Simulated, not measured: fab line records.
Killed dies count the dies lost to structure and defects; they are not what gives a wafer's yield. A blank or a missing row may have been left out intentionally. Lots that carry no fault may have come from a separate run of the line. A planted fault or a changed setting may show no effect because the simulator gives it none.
The tool behind it: which one? | flow gf180mcu | 6 lots with 18 wafers sampled at 3 steps, on a route of 602 steps

## WHAT THE GAUGES READ, wafer by wafer
GF_PSD_RS_MEAS_14: measures by four-point-probe.
lot  | measured     | on            | NSD_RS (ohm/sq)
L218 | day 14 13:43 | film-metro-01 | 46.08 46.05 46.09
L222 | day 17 00:38 | film-metro-04 | 46.09 46.13 46.10
L226 | day 18 07:11 | film-metro-04 | 39.78 39.76 39.81 39.80 39.80 39.79
L233 | day 20 05:24 | film-metro-01 | 46.19 46.23 46.21
L235 | day 21 00:43 | film-metro-04 | 46.07 46.14 46.11
L238 | day 21 22:23 | film-metro-01 | 46.20 46.17 46.22

## EACH LOT AND THE TOOL THAT RAN IT (in order: tool; ch and the chambers of the sampled wafers; start)
lot  | GF_VT_IMPLANT_STRIP_09               | GF_PSD_RTA_13
L218 | plasma-asher-03 ch 0,1, day 5 23:47  | rtp-anneal-01 ch 0, day 14 13:37
L222 | plasma-asher-02 ch 0,1, day 7 16:46  | rtp-anneal-01 ch 0, day 17 00:34
L226 | plasma-asher-03 ch 0,1, day 8 14:20  | rtp-anneal-01 ch 0, day 18 07:06
L233 | plasma-asher-01 ch 0,1, day 9 23:25  | rtp-anneal-02 ch 0, day 20 05:19
L235 | plasma-asher-03 ch 0,1, day 10 12:44 | rtp-anneal-01 ch 0, day 21 00:37
L238 | plasma-asher-01 ch 0,1, day 11 07:53 | rtp-anneal-01 ch 0, day 21 22:17
- GF_VT_IMPLANT_STRIP_09: strips in O2/N2.
- GF_PSD_RTA_13: time 20 s.

## THE ANSWER, worked out from the rows above alone
Rule: the usual values come from the lots themselves. The widest of any qualifying gaps counts: lots, ordered by their means at a reading, are off when they make up no more than a third of the lots, leave a main group of 4 or more, and stand apart from it by 3 or more times the standard deviation of that group's means. Not used: any main group whose means are identical at the precision the tables above print for the reading. Also off: a lot with no number at a reading for which 4 or more lots have one. Any other lot the step has rows for is counted as sound.
Off: L226, seen at GF_PSD_RS_MEAS_14 (NSD_RS). The main group has a mean of 46.14 ohm/sq with a standard deviation of 0.054.
If a tool, at a process step before that reading, ran all the lots that are off and no sound lot after the first of them, it fits. Those tools and the gauges at GF_PSD_RS_MEAS_14 are tried in the same way. No candidate that was tried fits.

## WHAT WAS PUT IN BY THE SIMULATOR
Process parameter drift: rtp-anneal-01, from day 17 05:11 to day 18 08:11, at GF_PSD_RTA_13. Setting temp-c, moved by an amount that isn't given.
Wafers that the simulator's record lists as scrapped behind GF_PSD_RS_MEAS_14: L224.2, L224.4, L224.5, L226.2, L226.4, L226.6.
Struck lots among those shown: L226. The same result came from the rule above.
